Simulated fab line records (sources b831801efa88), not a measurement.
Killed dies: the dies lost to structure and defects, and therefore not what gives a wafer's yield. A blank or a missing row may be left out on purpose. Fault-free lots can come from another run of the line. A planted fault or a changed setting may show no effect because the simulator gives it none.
fab line records	flow sky130
record lots=15	wafers=45	last_day=50
route steps=708 shown VIA1@471 METAL2@484
lots that met no fault: taken from a fault-free run of the same line
start_h: the number of hours between the record's first day and the start of the first shown wafer of the lot	wait_h: how many hours have passed since the lot's step before this one	" repeats the value in the row above	L1.1+2: one row covering several wafers at once	- either no value or no given start	* or withheld: withheld	< > ~ a bound
route shown NAME@n: names a module that has steps shown in the file, with the first one's number in the route	usual: mean and standard deviation over wafers with no fault	same: alike in all rows	chamber/n: place in a boat	sites: the reading at each site	_std_site: standard deviation of those values	_edge_site: outer sites' mean less inner sites'	radius_mm: for every site, how far away it sits from the centre of the wafer	mask NAME#n: copy n	behind: the most recent tool/chamber to have shaped the wafer	hold: what put the lot on hold/how long, in hours/how the hold closed	device: names the non-switching transistor (n, p or np)	end of line: tests run on the same wafers once the route is complete	a step with no rows: only its recipe	killed: count of dies lost to structure and defects at first sort (not the wafer's yield)	map: per-die view of a wafer (x killed, . not killed, _ where there is no die)
set.NAME: the setting the step ran with; set.NAME@STEP: the setting that earlier step ran with	model.NAME: the simulator's own value behind a step, which no gauge read
a sample of lots followed through the steps of the route, with each step as a table and each wafer as a row
services: from which hour (start_h, from the record's first day; less than 0 if before it) a tool's chamber was out of use, for how many hours, and why
## steps
# step SKY_VIA1_OVL_MEAS_13
# usual VIA1_OVL=-1/6.4
lot.wafer	tool	chamber	start_h	wait_h	VIA1_OVL[nm]
L425.3	overlay-02	-	791.72	0.1	-7
L425.4	"	-	"	"	-5
L425.6	"	-	"	"	-7
L426.1	overlay-01	-	802.44	0.1	13
L426.5	"	-	"	"	9
L426.6	"	-	"	"	12
L427.2	overlay-01	-	812.01	0.1	1
L427.3	"	-	"	"	6
L427.4	"	-	"	"	7
L428.2	overlay-02	-	813.15	0.1	4
L428.3	"	-	"	"	-4
L428.5	"	-	"	"	4
L430.2	overlay-01	-	844.70	0.1	-3
L430.3	"	-	"	"	6
L430.6	"	-	"	"	8
L432.2	overlay-02	-	857.46	0.1	-2
L432.3	"	-	"	"	2
L432.5	"	-	"	"	5
L434.1	overlay-02	-	879.51	0.1	0
L434.3	"	-	"	"	-4
L434.5	"	-	"	"	-3
L440.2	overlay-01	-	915.31	0.1	-9
L440.4	"	-	"	"	-4
L440.5	"	-	"	"	-6
L441.1	overlay-01	-	920.21	0.1	-12
L441.3	"	-	"	"	-9
L441.4	"	-	"	"	-10
L442.3	overlay-02	-	928.07	0.1	-2
L442.4	"	-	"	"	-2
L442.6	"	-	"	"	-1
L443.1	overlay-02	-	942.51	0.1	5
L443.2	"	-	"	"	2
L443.5	"	-	"	"	2
L444.4	overlay-01	-	944.11	0.1	-7
L444.5	"	-	"	"	-4
L444.6	"	-	"	"	-1
L445.1	overlay-01	-	945.28	0.1	4
L445.3	"	-	"	"	1
L445.5	"	-	"	"	12
L446.2	overlay-01	-	951.31	0.1	-3
L446.3	"	-	"	"	-3
L446.6	"	-	"	"	-1
L447.2	overlay-02	-	963.43	0.1	-3
L447.3	"	-	"	"	8
L447.5	"	-	"	"	7
# step SKY_VIA1_ETCH_14
# recipe chemistry=N2/H2	target=BARC	ion_energy_ev=200	source_w=500	bias_w=100	pressure_mtorr=30	n2_flow_sccm=100	h2_flow_sccm=200	stop_on=SiO2	time_s=45.9	target_depth_a=600
# usual drypump_motor_current_A=5.8/0.51	oes_product_au=0.856/0.0041	throttle_valve_pct=13.225/0.0086
lot.wafer	tool	chamber	start_h	wait_h	drypump_motor_current_A	oes_product_au	rf_hours_counter_h	throttle_valve_pct
L425.3	rie_diel-04	3	791.74	0.0	6.2	0.860	19	13.226
L425.4	"	3	"	"	6.3	0.851	-	13.218
L425.6	"	0	"	"	5.6	0.857	-	13.229
L426.1	rie_diel-02	0	802.48	0.0	5.5	0.856	16	13.208
L426.5	"	1	"	"	5.9	0.860	-	13.226
L426.6	"	2	"	"	5.3	0.856	-	13.223
L427.2	rie_diel-04	2	812.04	0.0	6.7	0.854	5	13.231
L427.3	"	3	"	"	6.3	0.853	20	13.221
L427.4	"	0	"	"	5.6	0.855	6	13.239
L428.2	rie_diel-01	2	813.18	0.0	6.4	0.847	21	13.216
L428.3	"	3	"	"	5.5	0.859	16	13.215
L428.5	"	2	"	"	6.4	0.858	-	13.216
L430.2	rie_diel-01	3	844.73	0.0	5.6	0.859	17	13.232
L430.3	"	0	"	"	4.9	0.848	19	13.221
L430.6	"	1	"	"	6.2	0.858	-	13.205
L432.2	rie_diel-04	3	857.49	0.0	6.2	0.848	21	13.226
L432.3	"	2	"	"	6.7	0.859	6	13.229
L432.5	"	0	"	"	5.6	0.863	-	13.232
L434.1	rie_diel-02	0	879.54	0.0	5.5	0.853	18	13.233
L434.3	"	2	"	"	5.3	0.850	21	13.222
L434.5	"	0	"	"	5.5	0.854	-	13.220
L440.2	rie_diel-04	1	915.34	0.0	6.1	0.855	20	13.217
L440.4	"	0	"	"	5.7	0.853	9	13.208
L440.5	"	0	"	"	5.6	0.855	-	13.221
L441.1	rie_diel-02	0	920.24	0.0	5.5	0.859	19	13.217
L441.3	"	2	"	"	5.4	0.849	22	13.217
L441.4	"	3	"	"	5.7	0.851	1	13.243
L442.3	rie_diel-01	0	928.09	0.0	4.9	0.854	22	13.235
L442.4	"	2	"	"	6.4	0.853	25	13.216
L442.6	"	3	"	"	5.5	0.856	-	13.242
L443.1	rie_diel-02	0	942.54	0.0	5.5	0.861	20	13.227
L443.2	"	2	"	"	5.3	0.857	23	13.224
L443.5	"	2	"	"	5.3	0.857	-	13.230
L444.4	rie_diel-01	2	944.13	0.0	6.5	0.852	26	13.233
L444.5	"	2	"	"	6.4	0.859	-	13.229
L444.6	"	3	"	"	5.6	0.867	-	13.224
L445.1	rie_diel-04	3	945.31	0.0	6.2	0.860	23	13.216
L445.3	"	3	"	"	6.3	0.859	-	13.226
L445.5	"	2	"	"	6.7	0.856	-	13.216
L446.2	rie_diel-01	2	951.34	0.0	6.4	0.857	26	13.224
L446.3	"	3	"	"	5.5	0.859	21	13.220
L446.6	"	1	"	"	6.2	0.854	-	13.235
L447.2	rie_diel-02	3	963.46	0.0	5.7	0.859	2	13.212
L447.3	"	0	"	"	5.5	0.858	20	13.227
L447.5	"	2	"	"	5.3	0.853	-	13.231
# step SKY_METAL2_SPUTTER_01
# recipe material=TiN	target_thk_nm=20	power_w=6500	time_s=16.7	chamber_pressure_pa=0.4
# usual cathode_dc_power_W=6500.2/1.2	chamber_pressure_pa=0.3999/0.00077	throttle_valve_pct=30.0/0.86
lot.wafer	tool	chamber	start_h	wait_h	cathode_dc_power_W	chamber_pressure_pa	throttle_valve_pct
L425.3	pvd_sputter-04	-	793.08	0.0	6501.9	0.4008	29.8
L425.4	"	-	"	"	6499.7	0.3998	30.9
L425.6	"	-	"	"	6499.6	0.4003	31.3
L426.1	pvd_sputter-04	-	803.81	0.0	6500.5	0.4008	30.6
L426.5	"	-	"	"	6500.5	0.3986	29.3
L426.6	"	-	"	"	6499.5	0.4012	31.1
L427.2	pvd_sputter-01	-	813.38	0.0	6500.8	0.3986	30.5
L427.3	"	-	"	"	6498.4	0.3999	28.7
L427.4	"	-	"	"	6501.6	0.3984	31.0
L428.2	pvd_sputter-03	-	814.51	0.0	6501.2	0.4003	30.0
L428.3	"	-	"	"	6502.5	0.3988	29.2
L428.5	"	-	"	"	6500.4	0.3991	30.4
L430.2	pvd_sputter-01	-	846.07	0.0	6501.6	0.4007	30.9
L430.3	"	-	"	"	6497.1	0.3999	30.6
L430.6	"	-	"	"	6501.3	0.4007	28.6
L432.2	pvd_sputter-04	-	858.83	0.0	6498.6	0.4000	29.4
L432.3	"	-	"	"	6501.5	0.4003	30.8
L432.5	"	-	"	"	6498.4	0.3995	29.6
L434.1	pvd_sputter-04	-	880.92	0.0	6499.2	0.3996	29.6
L434.3	"	-	"	"	6499.4	0.3983	30.9
L434.5	"	-	"	"	6501.1	0.3984	30.8
L440.2	pvd_sputter-03	-	918.51	0.0	6500.0	0.4001	30.3
L440.4	"	-	"	"	6501.9	0.4013	30.2
L440.5	"	-	"	"	6500.5	0.4002	30.4
L441.1	pvd_sputter-03	-	921.62	0.0	6499.7	0.3996	30.2
L441.3	"	-	"	"	6500.7	0.4000	29.1
L441.4	"	-	"	"	6498.7	0.3985	30.2
L442.3	pvd_sputter-01	-	929.54	0.0	6501.8	0.4002	30.4
L442.4	"	-	"	"	6500.8	0.3992	28.4
L442.6	"	-	"	"	6500.7	0.4002	31.6
L443.1	pvd_sputter-03	-	943.98	0.0	6498.4	0.3987	29.1
L443.2	"	-	"	"	6503.2	0.3993	29.3
L443.5	"	-	"	"	6499.8	0.3996	30.6
L444.4	pvd_sputter-01	-	945.73	0.0	6500.4	0.3998	28.5
L444.5	"	-	"	"	6500.5	0.3990	28.0
L444.6	"	-	"	"	6501.3	0.3993	30.7
L445.1	pvd_sputter-04	-	946.83	0.0	6499.5	0.4010	29.5
L445.3	"	-	"	"	6500.7	0.3996	31.3
L445.5	"	-	"	"	6500.2	0.3997	29.4
L446.2	pvd_sputter-01	-	953.11	0.0	6499.6	0.4000	30.5
L446.3	"	-	"	"	6500.4	0.3999	31.5
L446.6	"	-	"	"	6500.3	0.4004	30.6
L447.2	pvd_sputter-03	-	965.11	0.0	6498.0	0.3987	30.2
L447.3	"	-	"	"	6501.3	0.4000	29.0
L447.5	"	-	"	"	6500.9	0.3992	30.3
# step SKY_METAL2_SPUTTER_04
# recipe material=TiN	target_thk_nm=70	power_w=6500	time_s=58.3	chamber_pressure_pa=0.4
# usual cathode_dc_power_W=6500.0/1.2	chamber_pressure_pa=0.4000/0.00079	throttle_valve_pct=30.0/0.83
lot.wafer	tool	chamber	start_h	wait_h	cathode_dc_power_W	chamber_pressure_pa	throttle_valve_pct
L425.3	pvd_sputter-04	-	793.15	0.0	6499.9	0.4005	29.8
L425.4	"	-	"	"	6500.3	0.4002	31.1
L425.6	"	-	"	"	6500.3	0.3992	31.1
L426.1	pvd_sputter-04	-	803.88	0.0	6499.3	0.3996	30.7
L426.5	"	-	"	"	6498.6	0.4009	29.6
L426.6	"	-	"	"	6500.8	0.4003	31.1
L427.2	pvd_sputter-01	-	813.45	0.0	6499.0	0.3995	30.2
L427.3	"	-	"	"	6498.4	0.4009	28.8
L427.4	"	-	"	"	6502.1	0.3997	31.3
L428.2	pvd_sputter-03	-	814.58	0.0	6499.1	0.3995	30.2
L428.3	"	-	"	"	6500.7	0.4013	29.0
L428.5	"	-	"	"	6499.0	0.4007	30.4
L430.2	pvd_sputter-01	-	846.14	0.0	6501.5	0.4000	31.1
L430.3	"	-	"	"	6500.0	0.3999	30.2
L430.6	"	-	"	"	6501.3	0.3991	28.5
L432.2	pvd_sputter-04	-	858.90	0.0	6500.9	0.4007	29.5
L432.3	"	-	"	"	6501.5	0.3995	30.9
L432.5	"	-	"	"	6500.3	0.3999	29.8
L434.1	pvd_sputter-04	-	880.98	0.0	6499.9	0.4007	29.8
L434.3	"	-	"	"	6499.4	0.3997	30.7
L434.5	"	-	"	"	6498.6	0.4009	30.9
L440.2	pvd_sputter-03	-	918.57	0.0	6497.7	0.3985	30.3
L440.4	"	-	"	"	6500.6	0.4001	30.3
L440.5	"	-	"	"	6500.2	0.3988	30.1
L441.1	pvd_sputter-03	-	921.69	0.0	-	-	-
L441.3	"	-	"	"	-	-	-
L441.4	"	-	"	"	-	-	-
L442.3	pvd_sputter-01	-	929.60	0.0	-	-	-
L442.4	"	-	"	"	-	-	-
L442.6	"	-	"	"	-	-	-
L443.1	pvd_sputter-03	-	944.04	0.0	-	-	-
L443.2	"	-	"	"	-	-	-
L443.5	"	-	"	"	-	-	-
L444.4	pvd_sputter-01	-	945.80	0.0	6502.3	0.3999	28.4
L444.5	"	-	"	"	6499.8	0.4000	28.7
L444.6	"	-	"	"	6498.2	0.3993	30.3
L445.1	pvd_sputter-04	-	946.90	0.0	6500.6	0.3990	29.5
L445.3	"	-	"	"	6500.4	0.4009	31.2
L445.5	"	-	"	"	6500.6	0.3997	29.6
L446.2	pvd_sputter-01	-	953.17	0.0	6499.8	0.3995	30.5
L446.3	"	-	"	"	6496.4	0.3992	31.1
L446.6	"	-	"	"	6498.3	0.3987	30.6
L447.2	pvd_sputter-03	-	965.18	0.0	6501.5	0.4004	30.0
L447.3	"	-	"	"	6498.8	0.4007	29.1
L447.5	"	-	"	"	6499.3	0.4002	30.4
# step SKY_METAL2_THK_MEAS_06
# recipe thk_meas_gauge=xrf	reads=AlCu_of_METAL2_SPUTTER_02
# usual METAL2_ALCU_THK=253/3.2
lot.wafer	tool	chamber	start_h	wait_h	hold	METAL2_ALCU_THK[nm]
L425.3	film_metro-04	-	793.33	0.1	-	252
L425.4	"	-	"	"	-	251
L425.6	"	-	"	"	-	250
L426.1	film_metro-01	-	804.05	0.1	-	249
L426.5	"	-	"	"	-	250
L426.6	"	-	"	"	-	252
L427.2	film_metro-02	-	813.62	0.1	-	254
L427.3	"	-	"	"	-	252
L427.4	"	-	"	"	-	249
L428.2	film_metro-01	-	814.76	0.1	-	249
L428.3	"	-	"	"	-	249
L428.5	"	-	"	"	-	247
L430.2	film_metro-02	-	846.31	0.1	-	253
L430.3	"	-	"	"	-	258
L430.6	"	-	"	"	-	257
L432.2	film_metro-02	-	859.08	0.1	-	256
L432.3	"	-	"	"	-	257
L432.5	"	-	"	"	-	255
L434.1	film_metro-02	-	881.15	0.1	-	248
L434.3	"	-	"	"	-	250
L434.5	"	-	"	"	-	251
L440.2	film_metro-04	-	918.75	0.1	-	255
L440.4	"	-	"	"	-	257
L440.5	"	-	"	"	-	257
L441.1	film_metro-01	-	924.55	2.5	await_dispo/0.2h/release	289
L441.3	"	-	"	"	await_dispo/0.2h/release	288
L441.4	"	-	"	"	await_dispo/0.2h/release	285
L441.1	film_metro-01	-	924.79	0.2	-	289
L441.3	"	-	"	"	-	286
L441.4	"	-	"	"	-	284
L442.3	film_metro-02	-	931.33	1.3	await_dispo/0.2h/release	292
L442.4	"	-	"	"	await_dispo/0.2h/release	290
L442.6	"	-	"	"	await_dispo/0.2h/release	287
L442.3	film_metro-02	-	931.55	0.2	-	290
L442.4	"	-	"	"	-	291
L442.6	"	-	"	"	-	289
L443.1	film_metro-02	-	945.68	1.2	await_dispo/0.2h/release	296
L443.2	"	-	"	"	await_dispo/0.2h/release	293
L443.5	"	-	"	"	await_dispo/0.2h/release	290
L443.1	film_metro-02	-	945.90	0.2	-	296
L443.2	"	-	"	"	-	291
L443.5	"	-	"	"	-	289
L444.4	film_metro-01	-	946.00	0.1	-	251
L444.5	"	-	"	"	-	253
L444.6	"	-	"	"	-	252
L445.1	film_metro-01	-	947.07	0.1	-	248
L445.3	"	-	"	"	-	251
L445.5	"	-	"	"	-	250
L446.2	film_metro-01	-	953.35	0.1	-	253
L446.3	"	-	"	"	-	250
L446.6	"	-	"	"	-	252
L447.2	film_metro-04	-	965.35	0.1	-	255
L447.3	"	-	"	"	-	257
L447.5	"	-	"	"	-	255
## services
tool	chamber	start_h	hours	kind
rie_diel-01	2	768.86	7.4	repair
pvd_sputter-03	-	785.08	1.4	repair
rie_diel-04	2	786.42	12.8	repair
rie_diel-01	0	787.90	2.6	repair
rie_diel-02	3	806.79	18.7	repair
pvd_sputter-01	-	807.96	1.9	repair
rie_diel-02	-	812.75	14.6	pm
pvd_sputter-04	0	814.33	-	consumable_replace:kit
pvd_sputter-01	-	817.38	2.1	repair
pvd_sputter-01	-	817.56	1.5	repair
rie_diel-04	2	828.72	3.1	repair
pvd_sputter-04	-	847.65	3.6	repair
rie_diel-01	-	852.33	0.3	repair
pvd_sputter-01	-	866.11	1.0	repair
rie_diel-04	1	867.16	2.7	repair
pvd_sputter-01	-	878.48	3.2	repair
pvd_sputter-01	-	884.99	2.4	repair
rie_diel-04	3	886.88	6.3	repair
rie_diel-01	-	901.04	2.8	pm
rie_diel-04	3	918.26	13.4	repair
rie_diel-04	1	931.60	15.4	repair
rie_diel-04	0	940.71	10.3	repair
rie_diel-02	3	941.93	10.3	repair
rie_diel-01	-	955.42	3.6	repair
## key
first_sign step=SKY_METAL2_SPUTTER_04	reading=tool_record	direction=missing
effect step=SKY_METAL2_THK_MEAS_06	reading=visit	direction=added
effect step=SKY_METAL2_THK_MEAS_06	reading=METAL2_ALCU_THK	direction=up	sigmas=12	usual=253	struck=290
met_at SKY_METAL2_SPUTTER_04
struck_lots L441,L442,L443
later_rows_left_out L441.1,L441.3,L441.4,L442.3,L442.4,L442.6,L443.1,L443.2,L443.5
sort_left_out L441.1,L441.3,L441.4,L442.3,L442.4,L442.6,L443.1,L443.2,L443.5
not_acting_at SKY_VIA1_OVL_MEAS_13,SKY_VIA1_ETCH_14,SKY_METAL2_SPUTTER_01
onset_between 918.57 921.69
fault kind=skipped_step_whole	tool=pvd_sputter-01,pvd_sputter-03	chamber=-	onset_h=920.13	steps=SKY_METAL2_SPUTTER_04	scope=struck_lots_only
# sort_left_out: the simulated sort isn't trusted on such a fault, so these wafers' sort isn't shown, and their yield isn't known
# later_rows_left_out: the simulator's readings of these wafers behind a module that went badly wrong aren't trusted and aren't shown, but for the sort
